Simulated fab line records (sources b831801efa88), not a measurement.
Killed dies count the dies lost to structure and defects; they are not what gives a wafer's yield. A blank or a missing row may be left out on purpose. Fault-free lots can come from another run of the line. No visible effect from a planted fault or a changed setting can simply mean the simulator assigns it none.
A lot that was struck, set against a sound lot :: flow sky130 :: 15 out of 708 route steps
Sound: these wafers, L446.4, L446.5, L446.6. Struck: wafers L454.1, L454.2, L454.6. Last of all comes the cause.
At each step with rows: each side's tool, then ch and its chambers, then its first start. Under that, the readings that differ: sound wafers :: struck wafers :: difference of the means :: sigmas: that difference in standard deviations of wafers without a fault.
alike: a reading whose means differ by less than 2 such deviations, as well as words and numbers matching on both sides. not compared: withheld readings; readings where some wafer has no value; bounds like >300 that might hide an equal value; numbers whose values overlap and for which the record gives no deviation.
Wherever a step has rows on one side only, a row that says differs or no value, or a row with sigmas, the two part there. Numbers that don't overlap but have no deviation are shown without sigmas and don't part them. A reading that every wafer of one side lacks parts them only if that side has two wafers or more.

SKY_VIA1_ETCH_14: etches BARC in N2/H2, stops on SiO2, time 45.9 s, target depth 60 nm.
  sound on rie_diel-02 ch 0,1,3, day 33 14:43; struck on rie_diel-03 ch 1,3, day 37 04:43
reading: throttle_valve_pct (%)
sound: 13.231 13.239 13.238
struck: 13.213 13.219 13.213
difference: -0.021
sigmas: -3
  alike: drypump_motor_current_A, oes_product_au
  not compared: rf_hours_counter_h
SKY_VIA1_ETCH_15: etches SiO2 in C4F8/O2/Ar, stops on TiN, target depth 351 nm, time 54 s.
  sound on rie_diel-02 ch 0,1,3, day 33 14:46; struck on rie_diel-03 ch 1,3, day 37 04:46
  alike: oes_product_au
  not compared: rf_hours_counter_h
then, 6 steps without rows for these wafers: SKY_VIA1_STRIP_16 (strips in O2/N2); SKY_VIA1_STRIP_17 (strips in post etch residue remover, time 1200 s); SKY_VIA1_CLEAN_18 (cleans in IPA, time 180 s); SKY_VIA1_CLEAN_19 (cleans in O3/DIW); SKY_VIA1_SPUTTER_20 (material TiN, target thk 20 nm, time 80 s); SKY_VIA1_CVD_21 (deposits W, target thk 270 nm, time 80.902 s).
SKY_VIA1_RS_MEAS_22: uses a four-point probe to measure.
  sound on film_metro-04, day 33 15:37; struck on film_metro-02, day 37 05:34
  alike: VIA1_W_RS
SKY_VIA1_THK_MEAS_23: measures by xrf.
  sound on film_metro-04, day 33 15:43; struck on film_metro-02, day 37 05:41
  alike: VIA1_W_THK
SKY_VIA1_CMP_24: polishes, stops on SiO2, t overpolish 15 s, target thk 0 nm.
  sound on cmp-01 ch 2,3, day 33 15:59; struck on cmp-01 ch 0,2,3, day 37 05:47
  alike: motor_current_A, overpolish_run_s, slurry_filter_dp_kPa, slurry_flow_ml_min, time_to_endpoint_s
SKY_METAL2_SPUTTER_00: material Ti, target thk 15 nm, time 10 s.
  sound on pvd_sputter-03, day 33 16:14; struck on pvd_sputter-02, day 37 06:02
  alike: cathode_dc_power_W, chamber_pressure_pa, throttle_valve_pct
SKY_METAL2_SPUTTER_01: material TiN, target thk 20 nm, time 16.7 s.
  sound on pvd_sputter-03, day 33 16:15; struck on pvd_sputter-02, day 37 06:04
  no value came back on the struck wafers for cathode_dc_power_W (W), chamber_pressure_pa (Pa), throttle_valve_pct (%); on the sound wafers cathode_dc_power_W (W) reads 6496.0 6500.0 6500.9
SKY_METAL2_SPUTTER_02: material AlCu, target thk 250 nm, time 13.3 s.
  sound on pvd_sputter-03, day 33 16:16; struck on pvd_sputter-02, day 37 06:05
  alike: cathode_dc_power_W, chamber_pressure_pa, throttle_valve_pct
-- the record jumps here: 11 days lie between the struck wafers' starts before and after (it left off in module METAL2 and takes up again in module PAD_OPEN, whose first step shown is number 708 of the route) --
SKY_PAD_OPEN_PROBE_99:
  sound on prober-02, day 45 11:15; struck on prober-02, day 48 07:27
reading: model.etest.met2.line_ohm_um
sound: 0.8983 0.9161 0.9132
struck: 1.16 1.076 1.088
difference: +0.20
sigmas: 

reading: model.etest.met2.rs_ohm_sq
sound: 0.128 0.1283 0.1275
struck: 0.1515 0.1497 0.1509
difference: +0.0228
sigmas: 
  alike: defect_limited_yield, killed_at_M0_to_M3, killed_at_M4_up, killed_at_contacts, killed_at_front_end, killed_at_other, killed_dies, killed_open, killed_short, sort_bin_3_pad_short, sort_bin_5_function, sort_bin_6_memory, sort_n_pass, sort_yield_pct

## WHERE THEY PART
At SKY_VIA1_ETCH_14 first; at SKY_METAL2_SPUTTER_01 last (within this record only). Later steps at which nothing parts them and some readings are alike: SKY_METAL2_SPUTTER_02, SKY_PAD_OPEN_PROBE_99.

WHY: what had been put in by the simulator
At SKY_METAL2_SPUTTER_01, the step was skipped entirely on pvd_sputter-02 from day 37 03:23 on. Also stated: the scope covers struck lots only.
